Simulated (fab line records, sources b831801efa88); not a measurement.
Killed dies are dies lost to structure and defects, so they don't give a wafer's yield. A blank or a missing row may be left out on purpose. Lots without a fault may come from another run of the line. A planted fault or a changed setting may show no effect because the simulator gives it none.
Which tool did it? | flow gf180mcu | 6 lots, 16 wafers sampled, at 5 steps of a route of 602

WHAT THE GAUGES READ, wafer by wafer
GF_VT_IMPLANT_TW_MEAS_10.
lot  | measured     | on            | VT_IMPLANT_TW
L849 | day 5 19:44  | film_metro-02 | 569.9 568.5 567.5
L851 | day 6 10:05  | film_metro-03 | 568.9 570.1 566.1
L853 | day 6 21:01  | film_metro-02 | 569.9 570.9 573.3
L855 | day 7 20:08  | film_metro-02 | 570.0 568.4 568.5
L862 | day 9 06:10  | film_metro-03 | 581.8
L868 | day 10 23:34 | film_metro-02 | 566.0 569.6 566.7

WHICH TOOL RAN EACH LOT (tool, then ch and the chambers of the sampled wafers, then the start)
lot  | GF_STI_STRIP_15                     | GF_DNWELL_STRIP_08                  | GF_LVPWELL_STRIP_10                 | GF_VT_IMPLANT_IMPLANT_08
L849 | plasma_asher-01 ch 0,1, day 2 06:50 | plasma_asher-04 ch 0,1, day 2 23:16 | plasma_asher-01 ch 0, day 4 00:46   | implanter-01 ch 0, day 5 19:29
L851 | plasma_asher-01 ch 0,1, day 2 16:47 | plasma_asher-03 ch 0,1, day 3 10:56 | plasma_asher-02 ch 0,1, day 4 13:52 | implanter-01 ch 0, day 6 09:50
L853 | plasma_asher-03 ch 0,1, day 3 02:56 | plasma_asher-04 ch 0,1, day 3 21:09 | plasma_asher-04 ch 0,1, day 5 00:50 | implanter-01 ch 0, day 6 20:46
L855 | plasma_asher-03 ch 0,1, day 3 14:57 | plasma_asher-01 ch 0,1, day 4 14:35 | plasma_asher-04 ch 0,1, day 5 20:07 | implanter-01 ch 0, day 7 19:55
L862 | plasma_asher-03 ch 1, day 5 01:25   | plasma_asher-04 ch 1, day 5 21:33   | plasma_asher-02 ch 1, day 7 04:59   | implanter-01 ch 0, day 9 05:59
L868 | plasma_asher-02 ch 0,1, day 6 08:51 | plasma_asher-04 ch 0,1, day 7 04:43 | plasma_asher-04 ch 0,1, day 8 18:52 | implanter-02 ch 0, day 10 23:20
- GF_STI_STRIP_15: strips in O2/N2.
- GF_DNWELL_STRIP_08: strips in O2/N2.
- GF_LVPWELL_STRIP_10: strips in O2/N2.
- GF_VT_IMPLANT_IMPLANT_08

THE ANSWER, worked out from the rows above alone
Rule: what is usual is taken from the lots themselves. Put in order of their means at a reading, lots are off if they are a third of the lots or fewer, leave a main group of 4 or more, and stand apart from it by a gap of 3 or more times the standard deviation of the main group's means; of several such gaps the widest counts. A main group whose means are all the same, to the digits that the tables above print for the reading, isn't used. A lot without any number at a reading at which 4 lots or more have one is off too. The other lots that the step has rows for count as sound.
Off: L862, at GF_VT_IMPLANT_TW_MEAS_10 (VT_IMPLANT_TW). The main group: mean 569.0, standard deviation 1.3.
A tool fits if, at a process step before that reading, it ran every lot that is off, and no sound lot after the first of them. The gauges at GF_VT_IMPLANT_TW_MEAS_10 are tried like those tools. Can't be told from this: 4 tools fit, plasma_asher-03 at GF_STI_STRIP_15, plasma_asher-02 at GF_LVPWELL_STRIP_10, implanter-01 at GF_VT_IMPLANT_IMPLANT_08, film_metro-03 at GF_VT_IMPLANT_TW_MEAS_10.

WHAT THE SIMULATOR HAD PUT IN
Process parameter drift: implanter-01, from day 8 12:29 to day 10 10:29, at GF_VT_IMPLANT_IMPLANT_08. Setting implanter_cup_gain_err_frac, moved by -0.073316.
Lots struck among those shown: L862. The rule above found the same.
